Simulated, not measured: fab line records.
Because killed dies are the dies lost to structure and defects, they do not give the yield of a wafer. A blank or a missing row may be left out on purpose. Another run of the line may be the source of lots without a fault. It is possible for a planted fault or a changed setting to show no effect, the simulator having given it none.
Struck lot and sound lot, side by side / flow sky130 / 16 out of 708 route steps
Sound: these wafers, L150.3, L150.4, L150.5. The struck wafers were L159.1, L159.2, L159.4. At the end, the cause is stated.
At each step with rows: each side's tool, then ch and its chambers, then its first start. Under that, the readings that differ: sound wafers / struck wafers / difference of the means / sigmas: that difference in standard deviations of wafers without a fault.
alike: same words and numbers on both sides, and readings whose means sit less than 2 such deviations apart. not compared: any withheld reading, any reading some wafer has no value for, any bound like >300 that may hide the same value, and any number with overlapping values for which the record gives no deviation.
The two part at a step that has a row with sigmas, a row that says differs or no value, or rows on one side only. Numbers that don't overlap but have no deviation are shown without sigmas and don't part them. A reading missing from all wafers of one side parts the sides only when that side holds two or more wafers.

first, 9 steps without rows for these wafers: SKY_CAPM_CLEAN_17 (cleans in O3/DIW); SKY_METAL3_DEHYDRATE_05 (time 60 s); SKY_METAL3_HMDS_06 (prime time 60 s); SKY_METAL3_COAT_07 (resist thk 60 nm); SKY_METAL3_COAT_08 (resist thk 1140 nm); SKY_METAL3_SOFTBAKE_09 (time 90 s); SKY_METAL3_EXPOSE_10 (exposes mask MM3, target cd 300 nm); SKY_METAL3_PEB_11; SKY_METAL3_DEVELOP_12 (develop time 60 s).
SKY_METAL3_CD_MEAS_13: target cd 300 nm.
  sound on cd-sem-01 at day 38 07:43; struck on cd-sem-01 at day 41 12:53
  alike: cd-nm
SKY_METAL3_OVL_MEAS_14:
  sound on overlay-01 at day 38 07:48; struck on overlay-02 at day 41 13:01
reading=METAL3_OVL (nm); sound=14 9 12; struck=-4 -5 5; difference=-13; sigmas=-2
SKY_METAL3_DESCUM_15: chemistry O2, time 8 s.
  sound on rie-metal-02 ch 0,1, day 38 07:50; struck on rie-metal-02 ch 0,1, day 41 13:03
  alike: drypump-motor-current-A, oes-product-au
  not compared: rf-hours-counter-h
SKY_METAL3_ETCH_16: etches BARC in N2/H2, stops on SiO2, time 88.2 s, target depth 60 nm.
  sound on rie-metal-02 ch 0,1, day 38 07:53; struck on rie-metal-02 ch 0,1, day 41 13:05
reading=oes-product-au (a.u.); sound=0.622 0.624 0.631; struck=0.598 0.594 0.597; difference=-0.029; sigmas=-6
reading=run-length-s (s); sound=117.1 116.2 116.3; struck=130.5 129.7 130.5; difference=+13.7; sigmas=+35
reading=model.KrF-thick_of_METAL3_COAT_08.thk-nm (nm); sound=1082 1080 1085; struck=1068 1063 1069; difference=-16; sigmas=
reading=model.METAL3.cd-nm (nm); sound=301.2 299.8 300.3; struck=297.8 296.6 297.7; difference=-3.1; sigmas=
reading=model.SiO2_of_CAPM_CVD_00.thk-nm (nm); sound=15.55 15.4 15.51; struck=14.76 14.58 15.06; difference=-0.69; sigmas=
  alike: drypump-motor-current-A, throttle-valve-pct
  not compared: rf-hours-counter-h
SKY_METAL3_ETCH_17: etches SiO2 in C4F8/O2/Ar, stops on TiN, time 3.9 s, target depth 15 nm.
  sound on rie-diel-02 ch 0,1,3, day 38 07:58; struck on rie-diel-03 ch 1,2,3, day 41 13:11
reading=oes-product-au (a.u.); sound=0.753 0.752 0.760; struck=0.739 0.738 0.737; difference=-0.017; sigmas=-2
reading=model.METAL3.cd-nm (nm); sound=301.3 299.8 300.3; struck=297.9 296.6 297.6; difference=-3.1; sigmas=
reading=model.etch.depth-nm (nm); sound=15.55 15.4 15.51; struck=14.76 14.58 15.06; difference=-0.69; sigmas=
  not compared: rf-hours-counter-h
SKY_METAL3_METAL_ETCH_18: etches the open film in Cl2/BCl3, stops on SiO2, target depth 845 nm, time 183.1 s.
  sound on rie-metal-04 ch 0,1, day 38 08:02; struck on rie-metal-04 ch 0,1, day 41 13:12
  alike: drypump-motor-current-A, mfc-cl2-sccm, oes-product-au, run-length-s, throttle-valve-pct
  not compared: rf-hours-counter-h
then, 1 step without rows for these wafers: SKY_PAD_OPEN_PROBE_99.

## WHERE THEY PART
Earliest at SKY_METAL3_OVL_MEAS_14; latest, in this record, at SKY_METAL3_ETCH_17. Later steps at which nothing parts them and some readings are alike: SKY_METAL3_METAL_ETCH_18.

WHY: whatever the simulator had introduced
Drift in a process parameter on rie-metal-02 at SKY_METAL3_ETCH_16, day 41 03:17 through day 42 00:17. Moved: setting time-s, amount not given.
